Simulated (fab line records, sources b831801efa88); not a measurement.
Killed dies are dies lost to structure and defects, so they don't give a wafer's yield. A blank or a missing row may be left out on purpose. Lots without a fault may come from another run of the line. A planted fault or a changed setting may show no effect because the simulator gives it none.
Which tool did it? | flow gf180mcu | 15 lots, 45 wafers sampled, at 5 steps of a route of 602

WHAT THE GAUGES READ, wafer by wafer
GF_STI_THK_MEAS_02.
lot  | measured    | on            | STI_OXIDATION_THK (nm)
L293 | day 1 11:31 | film_metro-02 | 10.19 10.05 10.00
L294 | day 1 16:37 | film_metro-01 | 9.64 9.57 9.78
L295 | day 1 21:31 | film_metro-02 | 10.07 10.25 10.30
L296 | day 2 02:31 | film_metro-04 | 9.94 10.00 9.97
L298 | day 2 12:31 | film_metro-02 | 10.07 10.19 10.15
L299 | day 2 18:25 | film_metro-02 | 9.76 9.86 9.71
L300 | day 2 23:20 | film_metro-04 | 10.04 10.00 10.01
L301 | day 3 03:31 | film_metro-01 | 9.63 9.78 9.69
L302 | day 3 08:35 | film_metro-02 | 10.32 10.17 10.16
L303 | day 3 13:40 | film_metro-04 | 9.96 10.22 10.20
L306 | day 4 05:38 | film_metro-02 | 10.31 10.28 10.29
L308 | day 4 14:46 | film_metro-01 | 10.04 10.08 9.93
L312 | day 5 12:25 | film_metro-02 | 9.65 9.89 9.94
L313 | day 5 16:44 | film_metro-02 | 9.78 9.99 10.07
L315 | day 6 01:31 | film_metro-02 | 9.77 9.80 9.64

GF_STI_THK_MEAS_22.
lot  | measured    | on            | STI_OXIDATION_01_THK (nm)
L293 | day 2 03:22 | film_metro-02 | 14.89 14.72 14.56
L294 | day 2 08:52 | film_metro-02 | 14.88 14.83 14.70
L295 | day 2 14:40 | film_metro-04 | 15.35 15.30 15.15
L296 | day 2 19:28 | film_metro-02 | 15.40 15.19 15.37
L298 | day 3 05:35 | film_metro-01 | 14.84 14.78 15.00
L299 | day 3 10:30 | film_metro-04 | 14.97 14.99 15.10
L300 | day 3 15:22 | film_metro-02 | 14.98 14.95 15.17
L301 | day 3 20:05 | film_metro-02 | 15.02 14.83 15.04
L302 | day 4 01:22 | film_metro-04 | 15.28 15.15 15.14
L303 | day 4 07:54 | film_metro-02 | 15.24 15.35 15.48
L306 | day 4 22:43 | film_metro-02 | 14.76 14.76 14.81
L308 | day 5 10:59 | film_metro-01 | 14.85 14.82 15.13
L312 | day 6 07:38 | film_metro-04 | 14.56 14.65 14.65
L313 | day 6 10:11 | film_metro-02 | 14.90 14.71 15.08
L315 | day 6 20:29 | film_metro-02 | 14.97 15.07 14.85

GF_VT_IMPLANT_OVL_MEAS_18.
lot  | measured     | on         | VT_IMPLANT_01_OVL (nm)
L293 | day 6 04:58  | overlay-02 | -0.4 1.3 -0.3
L294 | day 6 10:04  | overlay-01 | 0.5 1.9 0.7
L295 | day 6 16:52  | overlay-01 | -1.3 -2.7 -1.9
L296 | day 6 23:24  | overlay-01 | 1.5 2.7 0.7
L298 | day 7 12:46  | overlay-02 | -0.3 0.9 -0.1
L299 | day 7 16:52  | overlay-01 | 0.2 -1.1 1.0
L300 | day 8 00:01  | overlay-01 | 1.9 1.0 -1.0
L301 | day 8 07:22  | overlay-01 | 0.1 0.3 -0.4
L302 | day 8 12:53  | overlay-01 | -1.0 -0.3 0.7
L303 | day 8 22:13  | overlay-01 | 0.2 0.5 1.7
L306 | day 9 17:22  | overlay-01 | -1.9 -1.0 -1.3
L308 | day 10 06:21 | overlay-02 | 0.3 0.0 0.1
L312 | day 11 08:22 | overlay-01 | 0.5 -0.6 0.9
L313 | day 11 11:58 | overlay-01 | 1.2 0.9 -0.4
L315 | day 12 01:25 | overlay-02 | 2.0 1.0 2.1

GF_VT_IMPLANT_TW_MEAS_43.
lot  | measured     | on            | VT_IMPLANT_4_TW
L293 | day 7 11:50  | film_metro-02 | 689 687 686
L294 | day 7 17:40  | film_metro-03 | 690 687 690
L295 | day 8 00:38  | film_metro-03 | 691 692 694
L296 | day 8 07:32  | film_metro-01 | 671 674 676
L298 | day 8 22:23  | film_metro-02 | 687 687 688
L299 | day 9 02:17  | film_metro-01 | 680 678 677
L300 | day 9 10:04  | film_metro-03 | 857 859 853
L301 | day 9 17:57  | film_metro-01 | 677 676 675
L302 | day 9 23:32  | film_metro-03 | 862 859 858
L303 | day 10 08:50 | film_metro-03 | 691 689 690
L306 | day 11 05:14 | film_metro-01 | 682 683 682
L308 | day 11 19:01 | film_metro-02 | 849 851 852
L312 | day 12 23:00 | film_metro-01 | 683 686 684
L313 | day 13 03:52 | film_metro-02 | 682 684 681
L315 | day 13 18:31 | film_metro-02 | 688 686 683

WHICH TOOL RAN EACH LOT (tool, then ch and the chambers of the sampled wafers, then the start)
lot  | GF_VT_IMPLANT_IMPLANT_41
L293 | implanter-01 ch 0, day 7 11:33
L294 | implanter-04 ch 0, day 7 17:25
L295 | implanter-01 ch 0, day 8 00:23
L296 | implanter-04 ch 0, day 8 07:14
L298 | implanter-04 ch 0, day 8 22:08
L299 | implanter-01 ch 0, day 9 02:02
L300 | implanter-01 ch 0, day 9 09:29
L301 | implanter-02 ch 0, day 9 17:42
L302 | implanter-02 ch 0, day 9 22:50
L303 | implanter-02 ch 0, day 10 08:35
L306 | implanter-02 ch 0, day 11 04:59
L308 | implanter-04 ch 0, day 11 18:20
L312 | implanter-04 ch 0, day 12 22:46
L313 | implanter-02 ch 0, day 13 03:39
L315 | implanter-02 ch 0, day 13 18:16
- GF_VT_IMPLANT_IMPLANT_41

WHAT THE TOOLS THEMSELVES READ (means of the sampled wafers that have a number; where no wafer has one, the mark that the record gives instead)
The record holds no such reading with a usual standard deviation.

THE ANSWER, worked out from the rows above alone
Rule: what is usual is taken from the lots themselves. Put in order of their means at a reading, lots are off if they are a third of the lots or fewer, leave a main group of 4 or more, and stand apart from it by a gap of 3 or more times the standard deviation of the main group's means; of several such gaps the widest counts. A main group whose means are all the same, to the digits that the tables above print for the reading, isn't used. A lot without any number at a reading at which 4 lots or more have one is off too. The other lots that the step has rows for count as sound. The gauges are gone through in route order, then the tools' own readings, and for those a lot's mean is taken as printed above. The first step at which some lot is off is used, and at that step the reading that is off furthest; a lot without a number counts as furthest.
Off: L300, L302, L308, at GF_VT_IMPLANT_TW_MEAS_43 (VT_IMPLANT_4_TW). The main group: mean 684, standard deviation 5.5.
A tool fits if, at a process step before that reading, it ran every lot that is off, and no sound lot after the first of them. The gauges at GF_VT_IMPLANT_TW_MEAS_43 are tried like those tools. None of those tried fits.

WHAT THE SIMULATOR HAD PUT IN
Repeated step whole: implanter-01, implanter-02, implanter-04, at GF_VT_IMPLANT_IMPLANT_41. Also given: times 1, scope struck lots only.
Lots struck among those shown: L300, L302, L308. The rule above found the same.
